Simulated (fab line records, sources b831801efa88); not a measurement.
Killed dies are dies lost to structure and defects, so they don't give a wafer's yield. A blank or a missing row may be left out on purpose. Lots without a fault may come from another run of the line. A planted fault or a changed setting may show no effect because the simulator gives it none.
A struck lot beside a sound one | flow sky130 | 43 steps out of a route of 708
Sound: wafers L413.3, L413.4, L413.5. Struck: wafer L422.3. (L422.1, L422.4 of the same lot were not struck and are left out.) The cause comes at the end.
At each step with rows: each side's tool, then ch and its chambers, then its first start. Under that, the readings that differ: sound wafers | struck wafers | difference of the means | sigmas: that difference in standard deviations of wafers without a fault.
alike: readings whose means differ by less than 2 such deviations, and words and numbers that are the same on both sides. not compared: withheld readings, readings that some wafer has no value for, bounds like >300 that may hide the same value, and numbers for which the record gives no deviation and whose values overlap.
The two part at a step that has a row with sigmas, a row that says differs or no value, or rows on one side only. Numbers that don't overlap but have no deviation are shown without sigmas and don't part them. A reading that every wafer of one side lacks parts them only if that side has two wafers or more.

first, 4 steps without rows for these wafers: SKY_VIA2_CLEAN_18 (cleans in IPA, time 180 s); SKY_VIA2_CLEAN_19 (cleans in O3/DIW); SKY_VIA2_SPUTTER_20 (material TiN, target thk 20 nm, time 80 s); SKY_VIA2_CVD_21 (deposits W, target thk 420 nm, time 126.4 s).
SKY_VIA2_RS_MEAS_22: measures by four-point-probe.
  sound on film_metro-02, day 37 17:46; struck on film_metro-02, day 40 13:26
  alike: VIA2_W_RS
SKY_VIA2_THK_MEAS_23: measures by xrf.
  sound on film_metro-02, day 37 17:52; struck on film_metro-02, day 40 13:33
  alike: VIA2_W_THK
SKY_VIA2_CMP_24: polishes, stops on SiO2, t overpolish 20 s, target thk 0 nm.
  sound on cmp-02 ch 1,3, day 37 17:57; struck on cmp-01 ch 2, day 40 13:37
  alike: edge_zone_pressure_frac, motor_current_A, overpolish_run_s, time_to_endpoint_s
SKY_METAL3_SPUTTER_00: material Ti, target thk 15 nm, time 10 s.
  sound on pvd_sputter-01, day 37 18:12; struck on pvd_sputter-01, day 40 13:55
  alike: cathode_dc_power_W, throttle_valve_pct
SKY_METAL3_SPUTTER_01: material TiN, target thk 20 nm, time 16.7 s.
  sound on pvd_sputter-01, day 37 18:13; struck on pvd_sputter-01, day 40 13:56
  alike: cathode_dc_power_W, throttle_valve_pct
then, 1 step without rows for these wafers: SKY_METAL3_SPUTTER_02 (material AlCu, target thk 735 nm, time 39.1 s).
SKY_METAL3_SPUTTER_03: material Ti, target thk 5 nm, time 3.3 s.
  sound on pvd_sputter-01, day 37 18:17; struck on pvd_sputter-01, day 40 14:00
  alike: cathode_dc_power_W, throttle_valve_pct
then, 1 step without rows for these wafers: SKY_METAL3_SPUTTER_04 (material TiN, target thk 70 nm, time 58.3 s).
SKY_CAPM_CVD_00: deposits SiO2, target thk 15.5 nm.
  sound on pecvd-02 ch 1,2, day 37 18:21; struck on pecvd-02 ch 1, day 40 14:04
  alike: heater_power_w, susceptor_temp_C
SKY_CAPM_THK_MEAS_01:
  sound on film_metro-03, day 37 18:24; struck on film_metro-03, day 40 14:05
  alike: CAPM_CVD_00_THK
then, 1 step without rows for these wafers: SKY_CAPM_SPUTTER_02 (material TiN, target thk 200 nm, time 166.7 s).
SKY_CAPM_RS_MEAS_03: measures by four-point-probe.
  sound on film_metro-03, day 37 18:35; struck on film_metro-04, day 40 14:16
  alike: CAPM_TIN_RS
SKY_CAPM_THK_MEAS_04: measures by xrf.
  sound on film_metro-03, day 37 18:41; struck on film_metro-04, day 40 14:23
  alike: CAPM_TIN_THK
then, 7 steps without rows for these wafers: SKY_CAPM_DEHYDRATE_05 (time 60 s); SKY_CAPM_HMDS_06 (prime time 60 s); SKY_CAPM_COAT_07 (resist thk 1140 nm); SKY_CAPM_SOFTBAKE_08 (time 60 s); SKY_CAPM_EXPOSE_09 (exposes mask CAPM, target cd 1000 nm); SKY_CAPM_PEB_10; SKY_CAPM_DEVELOP_11 (develop time 60 s).
SKY_CAPM_OVL_MEAS_12:
  sound on overlay-01, day 38 20:43; struck on overlay-01, day 41 14:18
  alike: CAPM_OVL
SKY_CAPM_METAL_ETCH_13: etches TiN in Cl2/BCl3, stops on SiO2, target depth 220 nm, time 62.9 s.
  sound on rie_metal-03 ch 0,1, day 38 20:46; struck on rie_metal-02 ch 0, day 41 14:20
  alike: drypump_motor_current_A, he_backside_leak_sccm, oes_product_au, throttle_valve_pct
  not compared: rf_hours_counter_h
then, 12 steps without rows for these wafers: SKY_CAPM_STRIP_14 (strips in O2/N2); SKY_CAPM_STRIP_15 (strips in post etch residue remover, time 1200 s); SKY_CAPM_CLEAN_16 (cleans in IPA, time 180 s); SKY_CAPM_CLEAN_17 (cleans in O3/DIW); SKY_METAL3_DEHYDRATE_05 (time 60 s); SKY_METAL3_HMDS_06 (prime time 60 s); SKY_METAL3_COAT_07 (resist thk 60 nm); SKY_METAL3_COAT_08 (resist thk 1140 nm); SKY_METAL3_SOFTBAKE_09 (time 90 s); SKY_METAL3_EXPOSE_10 (exposes mask MM3, target cd 300 nm); SKY_METAL3_PEB_11; SKY_METAL3_DEVELOP_12 (develop time 60 s).
SKY_METAL3_CD_MEAS_13: target cd 300 nm.
  sound on cd_sem-02, day 39 22:04; struck on cd_sem-01, day 42 14:47
  alike: cd_nm
SKY_METAL3_OVL_MEAS_14:
  sound on overlay-02, day 39 22:10; struck on overlay-01, day 42 14:54
  alike: METAL3_OVL
then, 2 steps without rows for these wafers: SKY_METAL3_DESCUM_15 (chemistry O2, time 8 s); SKY_METAL3_ETCH_16 (etches BARC in N2/H2, stops on SiO2, time 88.2 s, target depth 60 nm).
-- the record jumps here: 7 days lie between the struck wafers' starts before and after (it left off in module METAL3 and takes up again in module PAD_OPEN, whose first step shown is number 708 of the route) --
SKY_PAD_OPEN_PROBE_99:
  sound on prober-01, day 47 00:38; struck on prober-02, day 49 04:19
  reading                               | sound               | struck                   | difference                   | sigmas
  hold                                  | - - -               | await_dispo/0.8h/release | no value on the sound wafers |
  defect_limited_yield (%)              | 82.3 87.2 80.1      | 74.8                     | -8.4                         | -4
  killed_at_other                       | 0 0 0               | 48                       | +48                          | +83
  killed_dies                           | 87 63 98            | 124                      | +41                          | +4
  sort_bin_3_pad_short (%)              | 0.6 0.2 1.0         | 4.7                      | +4.1                         | +10
  sort_bin_5_function (%)               | 11.4 8.1 11.8       | 14.4                     | +4.0                         | +3
  sort_n_pass                           | 405 429 394         | 368                      | -41                          | -4
  sort_yield_pct (%)                    | 82.3 87.2 80.1      | 74.8                     | -8.4                         | -4
  model.etest.tester.sort_n_pass        | 405 429 394         | 368                      | -41                          |
  model.etest.tester.sort_yield_pct (%) | 82.32 87.2 80.08    | 74.8                     | -8.4                         |
  model.etest.tester.sort_bin_5_pct (%) | 11.38 8.13 11.79    | 14.43                    | +4.00                        |
  model.etest.tester.sort_bin_3_pct (%) | 0.6098 0.2033 1.016 | 4.675                    | +4.065                       |
  alike: killed_at_M0_to_M3, killed_at_M4_up, killed_at_contacts, killed_at_front_end, killed_open, killed_short, sort_bin_6_memory

WHERE THEY PART
Only at SKY_PAD_OPEN_PROBE_99, within this record.

WHY: what the simulator had put in
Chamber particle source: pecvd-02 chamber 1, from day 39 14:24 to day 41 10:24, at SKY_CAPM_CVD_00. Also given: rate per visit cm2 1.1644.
